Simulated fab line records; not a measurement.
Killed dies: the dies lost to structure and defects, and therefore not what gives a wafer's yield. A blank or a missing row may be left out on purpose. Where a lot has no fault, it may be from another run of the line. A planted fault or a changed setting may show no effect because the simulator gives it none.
8D (eight disciplines) problem report, filled in by code || flow gf180mcu || the parts of the form that need people (team, actions taken, sign-off) are left out

== 1. WHAT IS WRONG ==
SAB_CVD_00_THK at GF_SAB_THK_MEAS_01 reads a mean of 46.6 nm on 3 wafers of 3 lots; wafers without a fault read 49.8 nm with a standard deviation of 0.62. That is -5.2 standard deviations from the usual mean.
Seen first at day 16 00:34 on film_metro-01, wafer L153.6. Wafers with a number at this step in the record: 37, from 13 lots. Rule for "out" (also "out of limits"): further than 4 standard deviations from the usual mean. Any other wafer with a number is counted as sound.

== 2. WHAT IT IS, AND WHAT IT ISN'T ==
{"question": "which readings at this step", "is": "SAB_CVD_00_THK", "is not": "-"}
{"question": "which lots", "is": "L153, L154, L156", "is not": "L149, L150, L151, L152, L163, L164, L165, L168, L169, L170"}
{"question": "which wafers of those lots", "is": "L153.6, L154.5, L156.6", "is not": "L153.1, L154.1, L156.1, L156.4"}
{"question": "read on which gauges", "is": "film_metro-01, film_metro-04", "is not": "film_metro-02"}
{"question": "when", "is": "from day 16 00:34", "is not": "up to then (13 sound wafers); but 21 sound wafers of L154, L156, L163, L164, L165, L168, L169, L170 came after"}

== 3. SUSPECTS, AND WHAT RULES EACH OUT ==
Counting: a tool at a process step up to the reading stays a suspect if it ran every lot that is out. Sound lots after the first of them don't rule it out here, since some wafers of a struck lot are sound.
- ruled out: the gauge at GF_SAB_THK_MEAS_01. The wafers that are out were read on 2 gauges (film_metro-01, film_metro-04).
- pecvd-02 at GF_SAB_CVD_00 (deposits SiO2 from TEOS, target thk 50 nm, time 4.9302 s): kept. It processed each lot that is out (first: L153, day 16 00:33); up to then, its last sound lot is L152 (day 15 17:58).
After counting, what remains is pecvd-02 at GF_SAB_CVD_00.

== 4. THE CAUSE (what the simulator had put in) ==
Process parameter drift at GF_SAB_CVD_00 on pecvd-02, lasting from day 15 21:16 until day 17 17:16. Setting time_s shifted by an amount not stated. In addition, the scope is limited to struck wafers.
The count eliminated every tool but this one.

== 5. THE CHAIN OF EFFECTS, in route order ==
One row per reading whose mean, taken over the struck wafers that have a number, lies over 3 standard deviations from the usual. Only readings whose record carries a usual standard deviation are examined. hours: median over the lots of the time between each lot's start at the first step of this table that gives one and its start at this step. sigmas: the change, counted in usual standard deviations.
{"hours": 0, "step": "GF_SAB_THK_MEAS_01", "reading": "SAB_CVD_00_THK", "usual": "49.8 nm", "on struck wafers": 46.6, "change": -3.2, "sigmas": -5.2}

== 6. WHAT WOULD HAVE CAUGHT IT SOONER ==
Counted from the fault's start at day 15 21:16, it took 3 hours until the first out-of-limits reading at a measuring or inspecting step in this record, taken at day 16 00:34.
Tool readings at GF_SAB_CVD_00 with a usual standard deviation given in the record: none out on any struck wafer, hence no alarm at a limit of 4 standard deviations on them.
Among the 3 lots that are out, L154, L156 began GF_SAB_CVD_00 on pecvd-02 after day 16 00:34. A hold on the tool at that time would have spared those 2.
